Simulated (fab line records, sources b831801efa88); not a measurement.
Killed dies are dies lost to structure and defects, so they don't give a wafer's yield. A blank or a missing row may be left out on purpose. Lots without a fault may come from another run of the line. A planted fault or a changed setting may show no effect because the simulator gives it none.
Which tool did it? | flow sky130 | 9 lots, 27 wafers sampled, at 6 steps of a route of 708

WHAT THE GAUGES READ, wafer by wafer
SKY_METAL1_OVL_MEAS_16.
lot  | measured     | on         | METAL1_OVL (nm)
L521 | day 32 18:59 | overlay-01 | 11 11 9
L524 | day 33 19:11 | overlay-01 | 5 -11 -5
L528 | day 35 03:49 | overlay-02 | 0 -7 4
L530 | day 35 22:07 | overlay-02 | 1 -2 5
L533 | day 38 15:03 | overlay-02 | 0 2 -8
L535 | day 38 19:29 | overlay-02 | 3 3 -3
L538 | day 39 02:06 | overlay-02 | -4 -8 -10
L539 | day 39 03:37 | overlay-01 | 8 -1 3
L540 | day 39 08:46 | overlay-02 | -4 -2 -1

SKY_METAL2_RS_MEAS_05: measures by four-point-probe.
lot  | measured     | on            | METAL2_ALCU_RS (ohm/sq)
L521 | day 34 01:05 | film_metro-03 | 0.1256 0.1264 0.1269
L524 | day 35 01:27 | film_metro-01 | 0.1265 0.1282 0.1268
L528 | day 36 09:06 | film_metro-02 | 0.1266 0.1257 0.1251
L530 | day 37 02:44 | film_metro-01 | 0.1275 0.1255 0.1248
L533 | day 39 19:59 | film_metro-02 | 0.1727 0.1753 0.1735 0.1730 0.1755 0.1728
L535 | day 40 00:10 | film_metro-02 | 0.1718 0.1734 0.1727 0.1718 0.1733 0.1729
L538 | day 40 05:49 | film_metro-03 | 0.1770 0.1764 0.1771 0.1769 0.1760 0.1772
L539 | day 40 07:29 | film_metro-03 | 0.1263 0.1255 0.1271
L540 | day 40 12:22 | film_metro-02 | 0.1272 0.1260 0.1275

SKY_METAL2_THK_MEAS_06: measures by xrf.
lot  | measured     | on            | METAL2_ALCU_THK (nm)
L521 | day 34 01:11 | film_metro-03 | 244 243 242
L524 | day 35 01:32 | film_metro-01 | 251 244 248
L528 | day 36 09:13 | film_metro-02 | 246 247 247
L530 | day 37 02:51 | film_metro-01 | 245 250 249
L533 | day 40 01:55 | film_metro-02 | 200 197 199 199 197 198
L535 | day 40 07:14 | film_metro-02 | 202 200 200 200 199 201
L538 | day 40 11:31 | film_metro-03 | 193 193 192 194 193 192
L539 | day 40 07:37 | film_metro-03 | 244 247 244
L540 | day 40 12:29 | film_metro-02 | 248 248 247

SKY_METAL2_CD_MEAS_15: target cd 140 nm.
lot  | measured     | on        | cd_nm (nm)
L521 | day 35 04:59 | cd_sem-02 | 140.7 141.5 141.6
L524 | day 36 04:10 | cd_sem-02 | 139.9 139.3 139.3
L528 | day 37 10:23 | cd_sem-02 | 135.0 136.6 136.3
L530 | day 38 04:17 | cd_sem-01 | 138.7 139.9 138.4
L533 | day 40 20:07 | cd_sem-02 | 141.3 139.8 139.6
L535 | day 41 00:17 | cd_sem-02 | 139.2 139.2 139.4
L538 | day 41 05:51 | cd_sem-02 | 143.0 142.6 142.0
L539 | day 41 07:34 | cd_sem-02 | 138.7 139.6 138.9
L540 | day 41 12:46 | cd_sem-02 | 140.3 140.2 139.9

WHICH TOOL RAN EACH LOT (tool, then ch and the chambers of the sampled wafers, then the start)
lot  | SKY_METAL1_DESCUM_17              | SKY_METAL2_SPUTTER_02
L521 | rie_metal-02 ch 0,1, day 32 19:01 | pvd_sputter-01, day 34 00:58
L524 | rie_metal-01 ch 0,1, day 33 19:13 | pvd_sputter-03, day 35 01:18
L528 | rie_metal-01 ch 0,1, day 35 03:52 | pvd_sputter-01, day 36 09:01
L530 | rie_metal-03 ch 0,1, day 35 22:10 | pvd_sputter-02, day 37 02:38
L533 | rie_metal-01 ch 0,1, day 38 15:05 | pvd_sputter-01, day 39 19:54
L535 | rie_metal-03 ch 0,1, day 38 19:31 | pvd_sputter-01, day 40 00:04
L538 | rie_metal-01 ch 0, day 39 02:08   | pvd_sputter-01, day 40 05:44
L539 | rie_metal-02 ch 0,1, day 39 03:39 | pvd_sputter-02, day 40 07:23
L540 | rie_metal-03 ch 0,1, day 39 08:48 | pvd_sputter-02, day 40 12:16
- SKY_METAL1_DESCUM_17: chemistry O2, time 8 s.
- SKY_METAL2_SPUTTER_02: material AlCu, target thk 250 nm, time 13.3 s.

WHAT THE TOOLS THEMSELVES READ (means of the sampled wafers that have a number; where no wafer has one, the mark that the record gives instead)
SKY_METAL1_DESCUM_17.
lot  | tool         | drypump_motor_current_A (A) | oes_product_au (a.u.) | temp_c (C)
L521 | rie_metal-02 | 5.67                        | 1.001                 | 39.98
L524 | rie_metal-01 | 5.76                        | 0.996                 | 39.90
L528 | rie_metal-01 | 5.99                        | 0.993                 | 40.03
L530 | rie_metal-03 | 6.02                        | 0.993                 | 39.89
L533 | rie_metal-01 | 5.98                        | 0.999                 | 39.99
L535 | rie_metal-03 | 5.90                        | 0.993                 | 39.97
L538 | rie_metal-01 | 5.51                        | 0.994                 | 40.03
L539 | rie_metal-02 | 5.66                        | 0.994                 | 40.03
L540 | rie_metal-03 | 5.88                        | 0.990                 | 39.99

SKY_METAL2_SPUTTER_02.
lot  | tool           | throttle_valve_pct (%)
L521 | pvd_sputter-01 | 29.1
L524 | pvd_sputter-03 | 29.9
L528 | pvd_sputter-01 | 28.9
L530 | pvd_sputter-02 | 29.5
L533 | pvd_sputter-01 | 28.7
L535 | pvd_sputter-01 | 29.2
L538 | pvd_sputter-01 | 28.4
L539 | pvd_sputter-02 | 30.1
L540 | pvd_sputter-02 | 29.7

THE ANSWER, worked out from the rows above alone
Rule: what is usual is taken from the lots themselves. Put in order of their means at a reading, lots are off if they are a third of the lots or fewer, leave a main group of 4 or more, and stand apart from it by a gap of 3 or more times the standard deviation of the main group's means; of several such gaps the widest counts. A main group whose means are all the same, to the digits that the tables above print for the reading, isn't used. A lot without any number at a reading at which 4 lots or more have one is off too. The other lots that the step has rows for count as sound. The gauges are gone through in route order, then the tools' own readings, and for those a lot's mean is taken as printed above. The first step at which some lot is off is used, and at that step the reading that is off furthest; a lot without a number counts as furthest.
Off: L533, L535, L538, at SKY_METAL2_RS_MEAS_05 (METAL2_ALCU_RS). The main group: mean 0.1264 ohm/sq, standard deviation 0.00049.
A tool fits if, at a process step before that reading, it ran every lot that is off, and no sound lot after the first of them. The gauges at SKY_METAL2_RS_MEAS_05 are tried like those tools. One fits: pvd_sputter-01 at SKY_METAL2_SPUTTER_02. Its last sound lot is L528 (day 36 09:01), its first lot that is off L533 (day 39 19:54): a fault that began between those two fits.

WHAT THE SIMULATOR HAD PUT IN
Site profile drift: pvd_sputter-01, from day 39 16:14 on, at SKY_METAL2_SPUTTER_02. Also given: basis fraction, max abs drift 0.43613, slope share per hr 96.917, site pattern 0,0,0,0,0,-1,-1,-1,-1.
Lots struck among those shown: L533, L535, L538. The rule above found the same.
